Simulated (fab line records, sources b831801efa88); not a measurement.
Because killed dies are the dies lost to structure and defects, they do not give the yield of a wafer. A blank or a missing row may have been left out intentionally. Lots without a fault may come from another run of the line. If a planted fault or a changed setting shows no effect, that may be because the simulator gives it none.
Which tool was responsible? | flow gf180mcu | 36 wafers from 12 lots sampled at 5 of the route's 602 steps

## WHAT THE GAUGES SHOWED, per wafer
GF_POLY_GATE_OVL_MEAS_11.
lot  | measured     | on         | POLY_GATE_OVL (nm)
L144 | day 9 04:47  | overlay-02 | 9 5 -3
L145 | day 9 15:42  | overlay-01 | -3 4 1
L148 | day 10 08:15 | overlay-01 | 2 0 -1
L149 | day 10 16:47 | overlay-01 | 7 10 9
L150 | day 11 01:17 | overlay-02 | 5 4 0
L152 | day 11 14:20 | overlay-02 | -8 -7 -8
L154 | day 12 07:10 | overlay-02 | 1 3 2
L157 | day 12 22:52 | overlay-01 | -8 -9 -12
L158 | day 13 12:29 | overlay-01 | -2 -1 -5
L159 | day 13 16:51 | overlay-01 | 2 2 6
L166 | day 15 17:04 | overlay-01 | 6 10 8
L167 | day 15 23:23 | overlay-01 | 6 -4 3

GF_HV_LDD_CD_MEAS_19: target cd 400 nm.
lot  | measured     | on        | cd-nm (nm)
L144 | day 10 19:55 | cd-sem-01 | 396.6 397.7 401.1
L145 | day 11 05:47 | cd-sem-02 | 402.8 403.7 403.8
L148 | day 11 23:07 | cd-sem-02 | 402.6 402.4 401.9
L149 | day 12 08:55 | cd-sem-01 | 394.2 397.7 397.9
L150 | day 12 17:46 | cd-sem-01 | 401.3 397.4 398.4
L152 | day 13 07:20 | cd-sem-01 | 402.5 406.6 405.0
L154 | day 14 01:59 | cd-sem-02 | 398.3 399.9 395.4
L157 | day 14 19:36 | cd-sem-02 | 399.6 399.4 401.2
L158 | day 15 08:36 | cd-sem-01 | 397.8 399.7 398.4
L159 | day 15 12:20 | cd-sem-01 | 398.2 401.2 399.3
L166 | day 17 16:32 | cd-sem-01 | 400.3 418.4 400.6
L167 | day 17 23:25 | cd-sem-02 | 403.2 420.8 403.5

## WHAT TOOL EACH LOT RAN ON (gives the tool, then ch and the chambers of the sampled wafers, and finally the start)
lot  | GF_VT_IMPLANT_RTA_45             | GF_DUAL_GATE_STRIP_13                | GF_HV_LDD_COAT_14
L144 | rtp-anneal-01 ch 0, day 7 13:54  | plasma-asher-02 ch 0,1, day 8 07:53  | litho-track-02 ch 0, day 10 10:30
L145 | rtp-anneal-01 ch 0, day 7 23:11  | plasma-asher-01 ch 0,1, day 8 17:55  | litho-track-01 ch 0, day 10 20:33
L148 | rtp-anneal-02 ch 0, day 8 15:43  | plasma-asher-04 ch 0,1, day 9 11:22  | litho-track-02 ch 0, day 11 13:12
L149 | rtp-anneal-01 ch 0, day 8 23:43  | plasma-asher-02 ch 0,1, day 9 19:16  | litho-track-02 ch 0, day 11 22:55
L150 | rtp-anneal-01 ch 0, day 9 07:00  | plasma-asher-01 ch 0,1, day 10 03:44 | litho-track-03 ch 0, day 12 07:37
L152 | rtp-anneal-01 ch 0, day 9 19:00  | plasma-asher-02 ch 0,1, day 10 16:27 | litho-track-03 ch 0, day 12 21:23
L154 | rtp-anneal-01 ch 0, day 10 10:10 | plasma-asher-02 ch 0,1, day 11 06:49 | litho-track-03 ch 0, day 13 15:20
L157 | rtp-anneal-01 ch 0, day 11 03:03 | plasma-asher-02 ch 0,1, day 12 00:22 | litho-track-03 ch 0, day 14 08:58
L158 | rtp-anneal-01 ch 0, day 11 14:18 | plasma-asher-01 ch 0,1, day 12 13:02 | litho-track-01 ch 0, day 14 22:00
L159 | rtp-anneal-01 ch 0, day 11 18:25 | plasma-asher-04 ch 0,1, day 12 16:43 | litho-track-03 ch 0, day 15 01:10
L166 | rtp-anneal-02 ch 0, day 13 17:26 | plasma-asher-04 ch 0,1, day 14 16:14 | litho-track-03 ch 0, day 17 04:16
L167 | rtp-anneal-02 ch 0, day 13 23:13 | plasma-asher-02 ch 0,1, day 14 22:43 | litho-track-03 ch 0, day 17 11:14
- GF_VT_IMPLANT_RTA_45: time 30 s.
- GF_DUAL_GATE_STRIP_13: strips in O2/N2.
- GF_HV_LDD_COAT_14: resist thk 1000 nm.

## AS READ BY THE TOOLS THEMSELVES (means over the sampled wafers that have a number; for cases with no such wafer, the mark the record gives instead)
GF_VT_IMPLANT_RTA_45.
lot  | tool          | lamp-power-pct (%) | wafer_temp_C_max
L144 | rtp-anneal-01 | 38.4               | 1052.9
L145 | rtp-anneal-01 | 38.4               | 1054.1
L148 | rtp-anneal-02 | 39.9               | 1053.6
L149 | rtp-anneal-01 | 38.4               | 1053.1
L150 | rtp-anneal-01 | 38.4               | 1053.9
L152 | rtp-anneal-01 | 38.4               | 1053.0
L154 | rtp-anneal-01 | 38.4               | 1053.4
L157 | rtp-anneal-01 | 38.4               | 1054.4
L158 | rtp-anneal-01 | 38.4               | 1053.1
L159 | rtp-anneal-01 | 38.4               | 1053.5
L166 | rtp-anneal-02 | 40.0               | 1053.6
L167 | rtp-anneal-02 | 39.9               | 1055.3

GF_DUAL_GATE_STRIP_13.
lot  | tool            | chamber-pressure-mTorr (mTorr) | drypump-motor-current-A (A) | heater-power-w (W) | oes-product-au (a.u.) | strip-time-to-endpoint-s (s)
L144 | plasma-asher-02 | 1498.7                         | 5.73                        | 329                | 0.716                 | 12.595
L145 | plasma-asher-01 | 1498.8                         | 5.58                        | 367                | 0.715                 | 12.629
L148 | plasma-asher-04 | 1500.2                         | 5.81                        | 341                | 0.716                 | 12.646
L149 | plasma-asher-02 | 1500.8                         | 5.75                        | 330                | 0.715                 | 12.606
L150 | plasma-asher-01 | 1500.2                         | 5.59                        | 357                | 0.716                 | 12.629
L152 | plasma-asher-02 | 1499.1                         | 5.94                        | 352                | 0.718                 | 12.625
L154 | plasma-asher-02 | 1499.4                         | 5.98                        | 351                | 0.713                 | 12.656
L157 | plasma-asher-02 | 1500.0                         | 5.74                        | 333                | 0.718                 | 12.595
L158 | plasma-asher-01 | 1499.4                         | 5.62                        | 368                | 0.721                 | 12.598
L159 | plasma-asher-04 | 1499.7                         | 5.85                        | 332                | 0.716                 | 12.597
L166 | plasma-asher-04 | 1501.6                         | 5.79                        | 343                | 0.717                 | 12.648
L167 | plasma-asher-02 | 1499.0                         | 5.97                        | 354                | 0.715                 | 12.637

## THE ANSWER, worked out from the rows above alone
Rule: the usual values come from the lots themselves. Put in order of their means at a reading, lots are off if they are a third of the lots or fewer, leave a main group of 4 or more, and stand apart from it by a gap of 3 or more times the standard deviation of the main group's means; of several such gaps the widest counts. If all means in a main group match to the digits the tables above print for the reading, that group is not used. A lot without any number at a reading at which 4 lots or more have one is off too. The other lots that the step has rows for count as sound. After the gauges, taken in route order, come the tools' own readings; for these a lot's mean is taken, as printed above. At the first step where some lot is off, the reading lying furthest off is the one used; lots without a number count as furthest.
No lot is off at any reading shown: from this, nothing can be told.

## WHAT WAS PUT IN BY THE SIMULATOR
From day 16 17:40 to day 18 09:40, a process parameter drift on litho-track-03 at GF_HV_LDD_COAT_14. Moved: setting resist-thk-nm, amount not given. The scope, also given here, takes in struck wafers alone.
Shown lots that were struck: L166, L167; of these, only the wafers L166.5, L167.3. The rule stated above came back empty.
